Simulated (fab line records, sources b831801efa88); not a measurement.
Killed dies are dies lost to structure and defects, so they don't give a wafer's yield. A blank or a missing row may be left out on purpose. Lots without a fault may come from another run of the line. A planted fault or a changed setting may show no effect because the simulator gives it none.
fab line records | flow sky130
record lots=11 wafers=33 last_day=50
route steps=708 shown METAL3@566 VIA3@576 VIA4@639
lots that met no fault: from a run of the same line without faults
start_h: hours from the record's first day to the start of the lot's first wafer shown | wait_h: hours since the lot's step before | " the same as in the row above | L1.1+2: a row that stands for several wafers | - no value, or no start given | * or withheld: withheld | < > ~ a bound
route shown NAME@n: a module of which the file shows steps, and the number in the route of the first | usual: mean/standard deviation of fault-free wafers | same: alike in all rows | chamber/n: place in a boat | sites: the reading at each site | _std_site: their standard deviation | _edge_site: outer sites' mean less inner sites' | radius_mm: how far each site lies from the wafer's centre | mask NAME#n: copy n | behind: the tool/chamber that last shaped the wafer | hold: why the lot was held/for how many hours/how that ended | device: the transistor (n, p or np) that didn't switch | end of line: the same wafers' tests at the end of the route | a step without rows: its recipe alone | killed: dies lost to structure and defects at the first sort, not the wafer's yield | map: a wafer's dies, x killed, . not, _ none there
set.NAME: the setting as run; set.NAME@STEP: as run at that earlier step | model.NAME: the simulator's own value behind a step, which no gauge read
steps of the route over a sample of lots; a table a step, a row a wafer
services: from which hour (start_h, from the record's first day; less than 0 if before it) a tool's chamber was out of use, for how many hours, and why
## steps
# step SKY_METAL3_ETCH_16
# recipe chemistry=N2/H2 target=BARC ion_energy_ev=200 bias_w=100 pressure_mtorr=30 n2_flow_sccm=100 h2_flow_sccm=200 icp_w=500 stop_on=SiO2 time_s=88.2 target_depth_a=600
# usual bias_w=99.98/0.29 drypump_motor_current_A=5.8/0.59 oes_product_au=0.625/0.0049 throttle_valve_pct=13.206/0.0099
# columns lot.wafer tool chamber start_h wait_h bias_w drypump_motor_current_A oes_product_au rf_hours_counter_h throttle_valve_pct
L980.2 rie_metal-03 0 913.10 0.0 99.88 5.3 0.629 5 13.215
L980.4 " 0 " " 100.10 5.3 0.635 - 13.202
L980.5 " 1 " " 100.26 5.8 0.627 - 13.214
L984.1 rie_metal-03 0 940.85 0.0 99.86 5.3 0.618 6 13.203
L984.2 " 1 " " 99.81 5.8 0.622 2 13.192
L984.6 " 1 " " 99.63 5.8 0.615 - 13.205
L985.2 rie_metal-04 0 944.93 0.0 100.14 6.1 0.632 2 13.217
L985.3 " 0 " " 100.37 6.1 0.633 - 13.217
L985.6 " 1 " " 99.89 6.7 0.632 - 13.200
L987.2 rie_metal-04 1 955.70 0.0 99.97 6.8 0.626 12 13.216
L987.3 " 1 " " 99.55 6.8 0.624 - 13.189
L987.4 " 0 " " 100.30 6.1 0.624 - 13.213
L988.4 rie_metal-03 1 967.67 0.0 99.69 5.8 0.623 - 13.214
L988.5 " 0 " " 100.09 5.3 0.628 - 13.213
L988.6 " 1 " " 99.92 5.8 0.622 - 13.231
L989.1 rie_metal-01 1 981.85 0.0 99.64 5.8 0.622 13 13.189
L989.3 " 0 " " 99.96 4.8 0.623 - 13.198
L989.5 " 0 " " 99.96 4.9 0.623 - 13.200
L990.2 rie_metal-03 0 994.84 0.1 100.20 5.3 0.625 - 13.205
L990.3 " 0 " " 99.64 5.3 0.629 - 13.220
L990.4 " 0 " " 99.97 5.3 0.619 - 13.195
L991.1 rie_metal-01 0 996.94 0.0 99.82 4.9 0.625 16 13.211
L991.3 " 0 " " 99.56 4.9 0.624 - 13.221
L991.5 " 1 " " 100.28 5.7 0.619 - 13.228
L998.2 rie_metal-03 1 1031.89 0.0 99.96 5.8 0.635 6 13.208
L998.5 " 1 " " 99.89 5.8 0.625 - 13.199
L998.6 " 0 " " 100.31 5.3 0.613 - 13.215
L999.1 rie_metal-01 1 1032.28 0.0 99.55 5.8 0.627 16 13.215
L999.5 " 1 " " 99.70 5.8 0.637 - 13.224
L999.6 " 0 " " 100.15 4.9 0.634 - 13.204
L100.3 rie_metal-01 0 1045.09 0.0 99.96 4.9 0.631 - 13.203
L100.4 " 1 " " 100.24 5.8 0.620 - 13.191
L100.5 " 1 " " 100.17 5.8 0.621 - 13.203
# step SKY_VIA3_BOW_MEAS_03
# recipe mode=bow
# usual VIA3_BOW=80/7.9
# columns lot.wafer tool chamber start_h wait_h VIA3_BOW[um]
L980.2 film_metro-04 - 914.64 0.2 82
L980.4 " - " " 90
L980.5 " - " " 96
L984.1 film_metro-02 - 942.27 0.1 65
L984.2 " - " " 81
L984.6 " - " " 78
L985.2 film_metro-04 - 946.39 0.2 89
L985.3 " - " " 77
L985.6 " - " " 76
L987.2 film_metro-04 - 957.14 0.1 69
L987.3 " - " " 68
L987.4 " - " " 70
L988.4 film_metro-04 - 969.12 0.3 80
L988.5 " - " " 76
L988.6 " - " " 75
L989.1 film_metro-03 - 983.32 0.2 76
L989.3 " - " " 69
L989.5 " - " " 69
L990.2 film_metro-03 - 996.34 0.3 78
L990.3 " - " " 76
L990.4 " - " " 81
L991.1 film_metro-04 - 998.36 0.1 73
L991.3 " - " " 75
L991.5 " - " " 67
L998.2 film_metro-04 - 1033.33 0.2 93
L998.5 " - " " 73
L998.6 " - " " 91
L999.1 film_metro-02 - 1033.72 0.2 75
L999.5 " - " " 71
L999.6 " - " " 78
L100.3 film_metro-04 - 1046.55 0.2 82
L100.4 " - " " 85
L100.5 " - " " 87
# step SKY_VIA3_CVD_21
# recipe material=W target_thk_nm=390 time_s=117.31 temp_c=400 pressure_torr=40
# usual heater_power_outer_w=510/53 heater_power_w=877/100
# columns lot.wafer tool chamber start_h wait_h heater_power_outer_w heater_power_w
L980.2 cvd_w-01 0 940.45 0.0 548 879
L980.4 " 1 " " 598 1038
L980.5 " 1 " " 596 1020
L984.1 cvd_w-01 1 967.26 0.0 578 1006
L984.2 " 0 " " 545 909
L984.6 " 0 " " 555 902
L985.2 cvd_w-02 0 971.74 0.0 493 783
L985.3 " 1 " " 447 773
L985.6 " 1 " " 444 801
L987.2 cvd_w-02 0 981.57 0.0 486 809
L987.3 " 1 " " 441 798
L987.4 " 0 " " 486 792
L988.4 cvd_w-02 0 993.83 0.1 475 808
L988.5 " 0 " " 485 803
L988.6 " 1 " " 451 784
L989.1 cvd_w-02 0 1007.70 0.0 492 778
L989.3 " 0 " " 483 792
L989.5 " 0 " " 488 790
L990.2 cvd_w-02 1 1019.99 0.0 447 821
L990.3 " 1 " " 442 791
L990.4 " 0 " " 477 782
L991.1 cvd_w-02 1 1022.31 0.0 444 819
L991.3 " 1 " " 441 779
L991.5 " 1 " " 429 787
L998.2 cvd_w-01 1 1055.64 0.0 596 1027
L998.5 " 1 " " 586 1029
L998.6 " 0 " " 536 912
L999.1 cvd_w-02 0 1055.75 0.0 498 808
L999.5 " 0 " " 489 807
L999.6 " 1 " " 441 796
L100.3 cvd_w-02 1 1068.68 0.1 447 809
L100.4 " 0 " " 503 790
L100.5 " 1 " " 428 779
# step SKY_VIA4_HDPCVD_00
# recipe material=SiO2 target_thk_nm=1750 sigma_open_frac=0.3 time_s=291.7 temp_c=400 sih4_flow_sccm=60 pressure_mtorr=6
# usual run_length_s=319.7/0.75
# columns lot.wafer tool chamber start_h wait_h run_length_s
L980.2 hdpcvd-01 2 990.80 0.0 320.7
L980.4 " 1 " " 318.9
L980.5 " 2 " " 320.7
L984.1 hdpcvd-01 0 1016.64 0.0 319.7
L984.2 " 2 " " 320.1
L984.6 " 0 " " 320.5
L985.2 hdpcvd-01 0 1021.05 0.0 320.2
L985.3 " 1 " " 318.5
L985.6 " 2 " " 320.4
L987.2 hdpcvd-01 0 1029.62 0.0 320.6
L987.3 " 1 " " 318.4
L987.4 " 1 " " 318.3
L988.4 hdpcvd-02 1 1040.88 0.1 319.6
L988.5 " 2 " " 320.7
L988.6 " 0 " " 319.7
L989.1 hdpcvd-02 2 1054.42 0.0 319.9
L989.3 " 0 " " 319.4
L989.5 " 1 " " 320.1
L990.2 hdpcvd-01 2 1066.07 0.0 320.9
L990.3 " 1 " " 318.6
L990.4 " 1 " " 319.2
L991.1 hdpcvd-01 0 1068.47 0.0 320.3
L991.3 " 1 " " 318.4
L991.5 " 1 " " 318.8
L998.2 hdpcvd-01 1 1099.72 0.0 319.2
L998.5 " 1 " " 300.5
L998.6 " 2 " " 320.8
L999.1 hdpcvd-01 2 1100.44 0.0 301.7
L999.5 " 0 " " 301.2
L999.6 " 1 " " 318.4
L100.3 hdpcvd-01 1 1112.75 0.1 318.8
L100.4 " 1 " " 300.1
L100.5 " 2 " " 301.8
# step SKY_VIA4_THK_MEAS_01
# recipe reads=SiO2_of_VIA4_HDPCVD_00
# usual VIA4_HDPCVD_THK=1757/15
# columns lot.wafer tool chamber start_h wait_h VIA4_HDPCVD_THK[nm]
L980.2 film_metro-02 - 990.99 0.1 1752
L980.4 " - " " 1745
L980.5 " - " " 1742
L984.1 film_metro-02 - 1016.82 0.1 1740
L984.2 " - " " 1724
L984.6 " - " " 1730
L985.2 film_metro-01 - 1021.24 0.1 1765
L985.3 " - " " 1794
L985.6 " - " " 1772
L987.2 film_metro-03 - 1029.81 0.1 1765
L987.3 " - " " 1770
L987.4 " - " " 1780
L988.4 film_metro-02 - 1041.00 0.0 1755
L988.5 " - " " 1773
L988.6 " - " " 1763
L989.1 film_metro-03 - 1054.59 0.1 1759
L989.3 " - " " 1747
L989.5 " - " " 1744
L990.2 film_metro-02 - 1066.25 0.1 1773
L990.3 " - " " 1769
L990.4 " - " " 1753
L991.1 film_metro-02 - 1068.64 0.1 1770
L991.3 " - " " 1783
L991.5 " - " " 1771
L998.2 film_metro-03 - 1099.91 0.1 1765
L998.5 " - " " 1646
L998.6 " - " " 1761
L999.1 film_metro-01 - 1100.62 0.1 1650
L999.5 " - " " 1640
L999.6 " - " " 1755
L100.3 film_metro-01 - 1112.95 0.1 1760
L100.4 " - " " 1632
L100.5 " - " " 1654
## services
# columns tool chamber start_h hours kind
rie_metal-01 1 891.75 7.3 repair
hdpcvd-02 - 900.55 1.0 repair
cvd_w-01 - 904.00 14.0 pm
cvd_w-01 0 904.00 14.0 vent_cycle
cvd_w-01 1 904.00 14.0 vent_cycle
cvd_w-01 0 918.00 - clean
cvd_w-01 1 918.00 - clean
hdpcvd-01 - 921.17 14.6 pm
hdpcvd-01 - 936.11 0.2 repair
cvd_w-02 - 940.44 0.8 repair
hdpcvd-01 0 945.97 5.0 repair
hdpcvd-02 - 950.25 15.0 pm
hdpcvd-02 0 950.25 15.0 vent_cycle
hdpcvd-02 1 950.25 18.2 vent_cycle
hdpcvd-02 1 963.63 4.8 repair
cvd_w-02 - 968.80 0.5 repair
cvd_w-02 - 972.38 3.8 pm
rie_metal-03 1 993.58 17.2 repair
cvd_w-02 1 1007.21 4.3 repair
cvd_w-02 - 1035.29 1.2 repair
rie_metal-01 - 1045.68 0.2 repair
cvd_w-01 - 1062.40 14.6 pm
hdpcvd-02 - 1064.36 99.3 repair
rie_metal-04 0 1089.92 3.0 repair
## key
first_sign step=SKY_VIA4_HDPCVD_00 reading=run_length_s direction=down sigmas=25 usual=* struck=*
effect step=SKY_VIA4_THK_MEAS_01 reading=VIA4_HDPCVD_THK direction=down sigmas=7.5 usual=1757 struck=1644
met_at SKY_VIA4_HDPCVD_00
struck_lots L998,L999,L100
struck_wafers L998.5,L999.1,L999.5,L100.4,L100.5
not_acting_at SKY_METAL3_ETCH_16,SKY_VIA3_BOW_MEAS_03,SKY_VIA3_CVD_21
onset_between 1068.47 1099.72
fault kind=process_parameter_drift tool=hdpcvd-01 chamber=- onset_h=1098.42 steps=SKY_VIA4_HDPCVD_00 channel=time_s offset=* shape=step end_h=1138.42 scope=struck_wafers_only acts_in=* stated=*
